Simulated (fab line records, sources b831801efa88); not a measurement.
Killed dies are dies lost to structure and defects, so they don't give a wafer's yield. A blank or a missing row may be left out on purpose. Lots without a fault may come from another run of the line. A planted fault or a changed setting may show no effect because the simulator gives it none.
Which tool did it? | flow sky130 | 13 lots, 38 wafers sampled, at 2 steps of a route of 708

WHAT THE GAUGES READ, wafer by wafer
SKY_VIA2_CD_MEAS_12: target cd 200 nm.
lot  | measured     | on        | cd_nm (nm)
L605 | day 36 05:26 | cd_sem-01 | 199.1 199.6 198.8
L606 | day 36 11:56 | cd_sem-02 | 198.0 198.0 196.1
L607 | day 37 06:31 | cd_sem-02 | 199.7 200.5 201.6
L608 | day 37 09:10 | cd_sem-01 | 200.0 199.6 198.3
L612 | day 38 16:38 | cd_sem-01 | 199.5 201.5 200.0
L611 | day 38 17:22 | cd_sem-01 | 200.4 200.2 200.6
L610 | day 38 19:16 | cd_sem-02 | 200.4 200.8 201.7
L613 | day 38 20:17 | cd_sem-01 | 198.6 198.4 198.2
L620 | day 40 16:56 | cd_sem-02 | 198.6 198.3
L621 | day 41 03:03 | cd_sem-01 | 198.4 199.0 198.5
L622 | day 41 08:13 | cd_sem-01 | 199.8 200.2 201.0
L626 | day 42 05:09 | cd_sem-02 | 201.5 203.4 202.4
L628 | day 42 20:13 | cd_sem-01 | 200.9 201.6 201.9

SKY_VIA2_THK_MEAS_23: measures by xrf.
lot  | measured     | on            | VIA2_W_THK (nm)
L605 | day 36 06:36 | film_metro-02 | 408 413 420
L606 | day 36 13:05 | film_metro-02 | 417 411 411
L607 | day 37 07:41 | film_metro-01 | 418 409 411
L608 | day 37 10:19 | film_metro-02 | 399 400 408
L612 | day 38 18:14 | film_metro-02 | 411 406 411
L611 | day 38 18:38 | film_metro-04 | 435 426 423
L610 | day 38 20:31 | film_metro-02 | 418 413 414
L613 | day 38 21:33 | film_metro-04 | 429 437 428
L620 | day 40 18:04 | film_metro-02 | 421 417
L621 | day 41 04:13 | film_metro-01 | 428 433 430
L622 | day 41 09:23 | film_metro-02 | 416 408 409
L626 | day 42 06:19 | film_metro-02 | 419 420 419
L628 | day 42 21:24 | film_metro-02 | 426 421 422

WHICH TOOL RAN EACH LOT (tool, then ch and the chambers of the sampled wafers, then the start)
The record holds no process step before these readings.

WHAT THE TOOLS THEMSELVES READ (means of the sampled wafers that have a number; where no wafer has one, the mark that the record gives instead)
The record holds no such reading with a usual standard deviation.

THE ANSWER, worked out from the rows above alone
Rule: what is usual is taken from the lots themselves. Put in order of their means at a reading, lots are off if they are a third of the lots or fewer, leave a main group of 4 or more, and stand apart from it by a gap of 3 or more times the standard deviation of the main group's means; of several such gaps the widest counts. A main group whose means are all the same, to the digits that the tables above print for the reading, isn't used. A lot without any number at a reading at which 4 lots or more have one is off too. The other lots that the step has rows for count as sound. The gauges are gone through in route order, then the tools' own readings, and for those a lot's mean is taken as printed above. The first step at which some lot is off is used, and at that step the reading that is off furthest; a lot without a number counts as furthest.
No lot is off at any reading shown: from this, nothing can be told.

WHAT THE SIMULATOR HAD PUT IN
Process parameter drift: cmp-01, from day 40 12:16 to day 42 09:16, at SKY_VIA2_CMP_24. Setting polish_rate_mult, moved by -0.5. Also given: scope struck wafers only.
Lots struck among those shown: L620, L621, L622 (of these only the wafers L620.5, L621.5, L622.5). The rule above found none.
